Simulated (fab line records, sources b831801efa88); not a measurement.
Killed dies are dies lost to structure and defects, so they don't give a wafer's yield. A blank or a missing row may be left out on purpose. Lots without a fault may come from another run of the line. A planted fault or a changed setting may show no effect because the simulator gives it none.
A struck lot beside a sound one | flow sky130 | 45 steps out of a route of 708
Sound: wafers L281.1, L281.2, L281.4. Struck: wafers L286.2, L286.4, L286.6. The cause comes at the end.
At each step with rows: each side's tool, then ch and its chambers, then its first start. Under that, the readings that differ: sound wafers | struck wafers | difference of the means | sigmas: that difference in standard deviations of wafers without a fault.
alike: readings whose means differ by less than 2 such deviations, and words and numbers that are the same on both sides. not compared: withheld readings, readings that some wafer has no value for, bounds like >300 that may hide the same value, and numbers for which the record gives no deviation and whose values overlap.
The two part at a step that has a row with sigmas, a row that says differs or no value, or rows on one side only. Numbers that don't overlap but have no deviation are shown without sigmas and don't part them. A reading that every wafer of one side lacks parts them only if that side has two wafers or more.

first, 6 steps without rows for these wafers: SKY_VT_ADJUST_LVTN_HMDS_12 (prime time 60 s); SKY_VT_ADJUST_LVTN_COAT_13 (resist thk 1140 nm); SKY_VT_ADJUST_LVTN_SOFTBAKE_14 (time 60 s); SKY_VT_ADJUST_LVTN_EXPOSE_15 (exposes mask HVN STD DERIVED, target cd 600 nm); SKY_VT_ADJUST_LVTN_PEB_16; SKY_VT_ADJUST_LVTN_DEVELOP_17 (develop time 60 s).
SKY_VT_ADJUST_LVTN_OVL_MEAS_18:
  sound on overlay-02, day 8 02:23; struck on overlay-01, day 9 06:28
  alike: VT_ADJUST_LVTN_01_OVL
then, 1 step without rows for these wafers: SKY_VT_ADJUST_LVTN_IMPLANT_19.
SKY_VT_ADJUST_LVTN_STRIP_20: strips in O2/N2.
  sound on plasma_asher-04 ch 0,1, day 8 02:34; struck on plasma_asher-02 ch 1, day 9 06:39
  reading                     | sound          | struck         | difference | sigmas
  drypump_motor_current_A (A) | 5.66 6.16 6.15 | 5.43 5.44 5.44 | -0.55      | -2
  alike: oes_product_au, strip_time_to_endpoint_s
  not compared: rf_hours_counter_h
SKY_VT_ADJUST_LVTN_TW_MEAS_21:
  sound on film_metro-02, day 8 02:40; struck on film_metro-04, day 9 06:46
  alike: VT_ADJUST_LVTN_2_TW
then, 2 steps without rows for these wafers: SKY_VT_ADJUST_NCORE_DEHYDRATE_00 (time 60 s); SKY_VT_ADJUST_NCORE_HMDS_01 (prime time 60 s).
SKY_VT_ADJUST_NCORE_COAT_02: resist thk 1140 nm.
  sound on litho_track-03 ch 0, day 8 12:40; struck on litho_track-03, day 9 17:32
  no value came back on the struck wafers for chill_plate_temp_C (C), dispense_pressure_kPa (kPa); on the sound wafers chill_plate_temp_C (C) reads 22.99 22.92 22.91
then, 4 steps without rows for these wafers: SKY_VT_ADJUST_NCORE_SOFTBAKE_03 (time 60 s); SKY_VT_ADJUST_NCORE_EXPOSE_04 (exposes mask LVTN COMPLEMENT THIN, target cd 380 nm); SKY_VT_ADJUST_NCORE_PEB_05; SKY_VT_ADJUST_NCORE_DEVELOP_06 (develop time 60 s).
SKY_VT_ADJUST_NCORE_CD_MEAS_07: target cd 380 nm.
  sound on cd_sem-02, day 8 23:04; struck on cd_sem-01, day 10 05:09
  reading    | sound             | struck | difference                    | sigmas
  cd_nm (nm) | 378.1 379.0 377.6 | - - -  | no value on the struck wafers |
SKY_VT_ADJUST_NCORE_OVL_MEAS_08:
  sound on overlay-02, day 8 23:11; struck on overlay-01, day 10 05:16
  reading                  | sound       | struck | difference                    | sigmas
  VT_ADJUST_NCORE_OVL (nm) | 0.9 2.0 0.7 | - - -  | no value on the struck wafers |
then, 1 step without rows for these wafers: SKY_VT_ADJUST_NCORE_IMPLANT_09.
SKY_VT_ADJUST_NCORE_STRIP_10: strips in O2/N2.
  sound on plasma_asher-01 ch 0,1, day 8 23:22; struck on plasma_asher-01 ch 0,1, day 10 05:26
  no value came back on the struck wafers for oes_product_au (a.u.), strip_time_to_endpoint_s (s); on the sound wafers oes_product_au (a.u.) reads 0.718 0.716 0.715
  alike: drypump_motor_current_A
  not compared: rf_hours_counter_h
SKY_VT_ADJUST_NCORE_TW_MEAS_11:
  sound on film_metro-01, day 8 23:28; struck on film_metro-02, day 10 05:33
  alike: VT_ADJUST_NCORE_TW
then, 7 steps without rows for these wafers: SKY_VT_ADJUST_HVTR_DEHYDRATE_00 (time 60 s); SKY_VT_ADJUST_HVTR_HMDS_01 (prime time 60 s); SKY_VT_ADJUST_HVTR_COAT_02 (resist thk 1140 nm); SKY_VT_ADJUST_HVTR_SOFTBAKE_03 (time 60 s); SKY_VT_ADJUST_HVTR_EXPOSE_04 (exposes mask HVTRM, target cd 380 nm); SKY_VT_ADJUST_HVTR_PEB_05; SKY_VT_ADJUST_HVTR_DEVELOP_06 (develop time 59.11 s).
SKY_VT_ADJUST_HVTR_CD_MEAS_07: target cd 380 nm.
  sound on cd_sem-02, day 9 20:14; struck on cd_sem-02, day 11 03:23
  alike: cd_nm
SKY_VT_ADJUST_HVTR_OVL_MEAS_08:
  sound on overlay-02, day 9 20:21; struck on overlay-01, day 11 03:30
  alike: VT_ADJUST_HVTR_OVL
then, 1 step without rows for these wafers: SKY_VT_ADJUST_HVTR_IMPLANT_09.
SKY_VT_ADJUST_HVTR_STRIP_10: strips in O2/N2.
  sound on plasma_asher-02 ch 0,1, day 9 20:32; struck on plasma_asher-04 ch 0,1, day 11 03:41
  alike: drypump_motor_current_A, oes_product_au, strip_time_to_endpoint_s
  not compared: rf_hours_counter_h
SKY_VT_ADJUST_HVTR_TW_MEAS_11:
  sound on film_metro-04, day 9 20:38; struck on film_metro-03, day 11 03:47
  reading           | sound             | struck            | difference | sigmas
  VT_ADJUST_HVTR_TW | 210.6 209.8 209.4 | 259.9 260.8 261.7 | +50.9      | +34
then, 7 steps without rows for these wafers: SKY_VT_ADJUST_PCH_DEHYDRATE_00 (time 60 s); SKY_VT_ADJUST_PCH_HMDS_01 (prime time 60 s); SKY_VT_ADJUST_PCH_COAT_02 (resist thk 3000 nm); SKY_VT_ADJUST_PCH_SOFTBAKE_03; SKY_VT_ADJUST_PCH_EXPOSE_04 (exposes mask NWM, target cd 840 nm); SKY_VT_ADJUST_PCH_PEB_05; SKY_VT_ADJUST_PCH_DEVELOP_06 (develop time 60 s).
SKY_VT_ADJUST_PCH_OVL_MEAS_07:
  sound on overlay-02, day 10 19:21; struck on overlay-01, day 12 03:28
  alike: VT_ADJUST_PCH_OVL
SKY_VT_ADJUST_PCH_TW_MEAS_10:
  sound on film_metro-03, day 10 19:38; struck on film_metro-04, day 12 03:46
  reading          | sound             | struck            | difference | sigmas
  VT_ADJUST_PCH_TW | 141.9 141.9 142.1 | 229.8 229.2 230.9 | +88.0      | +55
SKY_SONOS_TUNNEL_TW_MEAS_12:
  sound on film_metro-04, day 11 18:38; struck on film_metro-02, day 13 04:54
  reading         | sound             | struck            | difference | sigmas
  SONOS_TUNNEL_TW | 196.1 196.2 195.6 | 251.7 253.1 252.7 | +56.5      | +40
-- the record jumps here: 34 days lie between the struck wafers' starts before and after (it left off in module SONOS_TUNNEL and takes up again in module PAD_OPEN, whose first step shown is number 708 of the route) --
SKY_PAD_OPEN_PROBE_99:
  sound on prober-02, day 45 22:47; struck on prober-01, day 47 04:29
  reading             | sound    | struck      | difference | sigmas
  killed_at_contacts  | 18 20 19 | 32 25 38    | +13        | +2
  killed_at_front_end | 17 9 11  | 417 419 406 | +402       | +93
  killed_dies         | 69 83 67 | 492 492 492 | +419       | +48
  killed_on_rim       | 13 17 14 | 96 96 96    | +81        | +21
  alike: killed_at_M0_to_M3, killed_at_M4_up, killed_at_other, killed_open, killed_short

WHERE THEY PART
First at SKY_VT_ADJUST_LVTN_STRIP_20; last, within this record, at SKY_PAD_OPEN_PROBE_99.

WHY: what the simulator had put in
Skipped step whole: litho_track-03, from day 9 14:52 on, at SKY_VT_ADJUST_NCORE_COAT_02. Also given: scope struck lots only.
